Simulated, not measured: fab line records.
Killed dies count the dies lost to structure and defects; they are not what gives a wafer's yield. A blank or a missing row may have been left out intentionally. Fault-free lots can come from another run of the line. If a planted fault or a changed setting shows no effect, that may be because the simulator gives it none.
Chamber matching || flow sky130 || SKY_VIA4_CMP_21 on cmp-01: 4 sister chambers
The step polishes, stops on SiO2, t overpolish 25 s, target thk 0 nm. 8 wafers are shown with their chamber, then 9 later ones without.

EACH WAFER AND ITS CHAMBER
{"wafer": "L455.2", "chamber": 3, "motorCurrentA (A)": 11.7, "timeToEndpointS (s)": 125}
{"wafer": "L461.5", "chamber": 2, "motorCurrentA (A)": 10.6, "timeToEndpointS (s)": 117}
{"wafer": "L461.6", "chamber": 1, "motorCurrentA (A)": 11.0, "timeToEndpointS (s)": 119}
{"wafer": "L469.1", "chamber": 3, "motorCurrentA (A)": 11.2, "timeToEndpointS (s)": 116}
{"wafer": "L469.5", "chamber": 1, "motorCurrentA (A)": 11.7, "timeToEndpointS (s)": 122}
{"wafer": "L472.1", "chamber": 0, "motorCurrentA (A)": 10.6, "timeToEndpointS (s)": 124}
{"wafer": "L472.4", "chamber": 2, "motorCurrentA (A)": 10.4, "timeToEndpointS (s)": 119}
{"wafer": "L472.6", "chamber": 0, "motorCurrentA (A)": 11.6, "timeToEndpointS (s)": 118}

WAFERS WITHOUT THEIR CHAMBER
{"wafer": "L473.1", "motorCurrentA (A)": 11.4, "timeToEndpointS (s)": 124}
{"wafer": "L473.3", "motorCurrentA (A)": 10.5, "timeToEndpointS (s)": 118}
{"wafer": "L473.4", "motorCurrentA (A)": 11.2, "timeToEndpointS (s)": 117}
{"wafer": "L474.1", "motorCurrentA (A)": 10.7, "timeToEndpointS (s)": 117}
{"wafer": "L474.3", "motorCurrentA (A)": 12.1, "timeToEndpointS (s)": 125}
{"wafer": "L474.6", "motorCurrentA (A)": 11.5, "timeToEndpointS (s)": 124}
{"wafer": "L476.3", "motorCurrentA (A)": 11.5, "timeToEndpointS (s)": 123}
{"wafer": "L476.4", "motorCurrentA (A)": 11.5, "timeToEndpointS (s)": 117}
{"wafer": "L476.6", "motorCurrentA (A)": 11.2, "timeToEndpointS (s)": 123}

THE CHAMBER EACH PASSED THROUGH
{"wafer": "L473.1", "from the rows above": "can't be placed: 3 or 1 or 0 or 2", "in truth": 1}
{"wafer": "L473.3", "from the rows above": "can't be placed: 2 or 0 or 1", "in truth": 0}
{"wafer": "L473.4", "from the rows above": "can't be placed: 1 or 0 or 3 or 2", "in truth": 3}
{"wafer": "L474.1", "from the rows above": "can't be placed: 2 or 0 or 1 or 3", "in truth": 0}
{"wafer": "L474.3", "from the rows above": "can't be placed: 3 or 1 or 0", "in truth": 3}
{"wafer": "L474.6", "from the rows above": "can't be placed: 3 or 1 or 0 or 2", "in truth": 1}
{"wafer": "L476.3", "from the rows above": "can't be placed: 3 or 1 or 0 or 2", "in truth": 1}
{"wafer": "L476.4", "from the rows above": "can't be placed: 3 or 1 or 0 or 2", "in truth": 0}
{"wafer": "L476.6", "from the rows above": "can't be placed: 0 or 1 or 3 or 2", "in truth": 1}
0 of 9 placed correctly. Unplaceable from these rows: 9, with the true chamber sitting among the candidates in 9. Placed wrongly: 0.
How it was worked out, from the rows above alone: a wafer's distance from a chamber is the root of the sum, over the readings, of the square of ((its reading less the chamber's mean) divided by the reading's scatter). The wafer belongs to the nearest chamber; if the next one is less than 2 further off, it can't be placed. For every chamber, the mean is computed from those of its wafers that are shown. How the scatter is found: for the shown wafers, subtract from each reading the mean of its chamber, square and add these, divide the total by (wafers less chambers), then take the root.
